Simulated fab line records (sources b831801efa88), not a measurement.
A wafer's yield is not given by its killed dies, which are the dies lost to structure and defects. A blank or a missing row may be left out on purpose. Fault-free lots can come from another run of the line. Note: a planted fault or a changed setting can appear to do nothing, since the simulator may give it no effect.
Which tool did it? ; flow gf180mcu ; 13 lots with 39 wafers sampled at 3 steps, on a route of 602 steps

== WHAT THE GAUGES SHOWED, per wafer ==
GF_M5_CD_MEAS_07: target cd 280 nm.
lot;measured;on;cd-nm (nm)
L238;day 26 06:27;cd-sem-02;279.4 279.6 278.8
L239;day 26 10:06;cd-sem-01;280.4 278.8 278.8
L240;day 26 17:18;cd-sem-01;281.1 278.8 279.8
L241;day 26 22:48;cd-sem-02;278.7 279.2 280.4
L242;day 27 09:10;cd-sem-02;280.2 280.5 279.4
L243;day 27 17:42;cd-sem-01;282.6 280.6 281.1
L244;day 28 02:58;cd-sem-01;279.2 279.3 279.2
L245;day 28 08:34;cd-sem-02;278.6 278.8 279.1
L246;day 28 17:48;cd-sem-01;281.1 281.3 281.0
L247;day 29 07:40;cd-sem-02;278.5 277.8 278.1
L251;day 30 05:22;cd-sem-02;279.9 280.3 281.0
L252;day 30 16:46;cd-sem-01;277.2 278.2 278.1
L261;day 32 23:45;cd-sem-02;278.4 279.2 277.3

== WHICH TOOL RAN EACH LOT (tool, then ch and the chambers of the sampled wafers, then the start) ==
lot;GF_V2_CMP_04;GF_MIM_SPUTTER_09
L238;cmp-02 ch 1,2,3, day 19 06:06;pvd-sputter-01, day 24 11:50
L239;cmp-02 ch 1,2,3, day 19 15:36;pvd-sputter-03, day 24 18:55
L240;cmp-02 ch 0,2,3, day 19 20:13;pvd-sputter-01, day 24 23:41
L241;cmp-01 ch 0,2,3, day 20 02:18;pvd-sputter-02, day 25 05:06
L242;cmp-01 ch 1,2,3, day 20 18:14;pvd-sputter-02, day 25 14:48
L243;cmp-01 ch 1,2, day 21 02:04;pvd-sputter-02, day 26 01:31
L244;cmp-02 ch 0,1, day 21 09:54;pvd-sputter-02, day 26 09:52
L245;cmp-02 ch 2,3, day 21 15:39;pvd-sputter-02, day 26 16:56
L246;cmp-01 ch 2,3, day 22 06:25;pvd-sputter-01, day 27 01:47
L247;cmp-01 ch 0,3, day 22 22:49;pvd-sputter-03, day 27 17:52
L251;cmp-01 ch 0,1,2, day 24 03:18;pvd-sputter-03, day 28 15:51
L252;cmp-01 ch 0,2,3, day 24 13:28;pvd-sputter-02, day 29 02:37
L261;cmp-02 ch 0,1,3, day 27 08:50;pvd-sputter-03, day 31 14:26
- GF_V2_CMP_04: polishes SiO2.
- GF_MIM_SPUTTER_09: material TiN, target thk 35 nm, time 29.2 s.

== WHAT THE TOOLS THEMSELVES READ (means of the sampled wafers that have a number; where no wafer has one, the mark that the record gives instead) ==
GF_V2_CMP_04.
lot;tool;motor-current-A (A);slurry-flow-ml-min;time-to-endpoint-s (s)
L238;cmp-02;11.3;150.0;78
L239;cmp-02;11.3;149.8;79
L240;cmp-02;11.8;150.0;76
L241;cmp-01;11.5;150.1;78
L242;cmp-01;11.1;150.3;76
L243;cmp-01;11.2;149.7;82
L244;cmp-02;11.3;150.3;83
L245;cmp-02;12.0;149.5;81
L246;cmp-01;11.4;149.9;77
L247;cmp-01;12.2;150.1;87
L251;cmp-01;11.7;149.7;73
L252;cmp-01;11.8;150.1;81
L261;cmp-02;11.1;149.9;82

GF_MIM_SPUTTER_09.
lot;tool;throttle-valve-pct (%)
L238;pvd-sputter-01;30.1
L239;pvd-sputter-03;29.5
L240;pvd-sputter-01;30.0
L241;pvd-sputter-02;29.5
L242;pvd-sputter-02;29.4
L243;pvd-sputter-02;30.2
L244;pvd-sputter-02;29.4
L245;pvd-sputter-02;28.8
L246;pvd-sputter-01;30.4
L247;pvd-sputter-03;28.2
L251;pvd-sputter-03;29.4
L252;pvd-sputter-02;30.2
L261;pvd-sputter-03;29.0

== THE ANSWER, worked out from the rows above alone ==
Rule: what is usual is taken from the lots themselves. Put in order of their means at a reading, lots are off if they are a third of the lots or fewer, leave a main group of 4 or more, and stand apart from it by a gap of 3 or more times the standard deviation of the main group's means; of several such gaps the widest counts. If all means in a main group match to the digits the tables above print for the reading, that group is not used. Also off: a lot with no number at a reading for which 4 or more lots have one. Any other lot the step has rows for is counted as sound. The gauges are gone through in route order, then the tools' own readings, and for those a lot's mean is taken as printed above. At the first step where some lot is off, the reading lying furthest off is the one used; lots without a number count as furthest.
Across all readings shown, no lot is off: no conclusion can be drawn from this.

== WHAT THE SIMULATOR HAD INSERTED ==
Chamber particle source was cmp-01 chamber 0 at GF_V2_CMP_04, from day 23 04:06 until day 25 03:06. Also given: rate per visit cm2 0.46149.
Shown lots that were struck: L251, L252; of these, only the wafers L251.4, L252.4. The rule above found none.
